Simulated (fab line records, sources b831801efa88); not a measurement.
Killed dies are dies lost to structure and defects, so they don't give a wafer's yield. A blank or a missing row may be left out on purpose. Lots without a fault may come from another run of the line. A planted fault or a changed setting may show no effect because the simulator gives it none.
A struck lot beside a sound one | flow sky130 | 22 steps out of a route of 708
Sound: wafers L975.2, L975.4, L975.5. Struck: wafers L989.1, L989.2, L989.3. The cause comes at the end.
At each step with rows: each side's tool, then ch and its chambers, then its first start. Under that, the readings that differ: sound wafers | struck wafers | difference of the means | sigmas: that difference in standard deviations of wafers without a fault.
alike: readings whose means differ by less than 2 such deviations, and words and numbers that are the same on both sides. not compared: withheld readings, readings that some wafer has no value for, bounds like >300 that may hide the same value, and numbers for which the record gives no deviation and whose values overlap.
The two part at a step that has a row with sigmas, a row that says differs or no value, or rows on one side only. Numbers that don't overlap but have no deviation are shown without sigmas and don't part them. A reading that every wafer of one side lacks parts them only if that side has two wafers or more.

first, 1 step without rows for these wafers: SKY_POLY_GATE_OXIDATION_20 (stabilise 600 s, purge 300 s, target thk 4 nm).
SKY_POLY_GATE_THK_MEAS_21:
  sound on film_metro-01, day 16 15:28; struck on film_metro-01, day 21 12:33
  alike: POLY_GATE_OXIDATION_THK
SKY_POLY_GATE_CD_MEAS_22:
  sound on cd_sem-01, day 16 15:33; struck on cd_sem-01, day 21 12:37
  alike: cd_nm
then, 7 steps without rows for these wafers: SKY_LDD_N_DEHYDRATE_00 (time 60 s); SKY_LDD_N_HMDS_01 (prime time 60 s); SKY_LDD_N_COAT_02 (resist thk 306 nm); SKY_LDD_N_SOFTBAKE_03 (time 60 s); SKY_LDD_N_EXPOSE_04 (exposes mask NTM, target cd 840 nm); SKY_LDD_N_PEB_05; SKY_LDD_N_DEVELOP_06 (develop time 60 s).
SKY_LDD_N_OVL_MEAS_07:
  sound on overlay-01, day 17 20:34; struck on overlay-02, day 22 19:10
  alike: LDD_N_OVL
then, 1 step without rows for these wafers: SKY_LDD_N_IMPLANT_08.
SKY_LDD_N_IMPLANT_09:
  sound on implanter-02 ch 0, day 17 20:46; struck on implanter-02 ch 0, day 22 19:22
  reading            | sound                         | struck                        | difference | sigmas
  dose_ions_cm2      | 7.482e+13 7.493e+13 7.482e+13 | 9.589e+13 9.576e+13 9.592e+13 | +2.100e+13 | +99 or more
  faraday_current_uA | 407 414 430                   | 548 539 526                   | +121       | +14
then, 6 steps without rows for these wafers: SKY_LDD_N_IMPLANT_10; SKY_LDD_N_IMPLANT_11; SKY_LDD_N_IMPLANT_12; SKY_LDD_N_IMPLANT_13; SKY_LDD_N_IMPLANT_14; SKY_LDD_N_IMPLANT_15.
SKY_LDD_N_STRIP_16: strips in O2/N2.
  sound on plasma_asher-03 ch 0,1, day 17 21:47; struck on plasma_asher-01 ch 0,1, day 22 20:25
  reading                      | sound             | struck            | difference | sigmas
  strip_time_to_endpoint_s (s) | 4.371 4.372 4.380 | 4.451 4.466 4.480 | +0.091     | +7
  alike: chamber_pressure_mTorr, drypump_motor_current_A, oes_product_au
  not compared: rf_hours_counter_h
SKY_LDD_N_TW_MEAS_17:
  sound on film_metro-04, day 17 21:54; struck on film_metro-03, day 22 20:31
  alike: LDD_N_TW
-- the record jumps here: 26 days lie between the struck wafers' starts before and after (it left off in module LDD_N and takes up again in module PAD_OPEN, whose first step shown is number 708 of the route) --
SKY_PAD_OPEN_PROBE_99:
  sound on prober-01, day 46 02:32; struck on prober-01, day 49 07:46
  reading                     | sound             | struck            | difference | sigmas
  model.etest.tip_n.rs_ohm_sq | 444.5 443.8 442.5 | 418.2 420.2 416.4 | -25.3      |
  alike: killed_at_M0_to_M3, killed_at_M4_up, killed_at_contacts, killed_at_front_end, killed_at_other, killed_dies, killed_open, killed_short

WHERE THEY PART
First at SKY_LDD_N_IMPLANT_09; last, within this record, at SKY_LDD_N_STRIP_16. Later steps at which nothing parts them and some readings are alike: SKY_LDD_N_TW_MEAS_17, SKY_PAD_OPEN_PROBE_99.

WHY: what the simulator had put in
Process parameter drift: implanter-02, from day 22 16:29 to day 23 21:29, at SKY_LDD_N_IMPLANT_09. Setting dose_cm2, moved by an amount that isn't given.
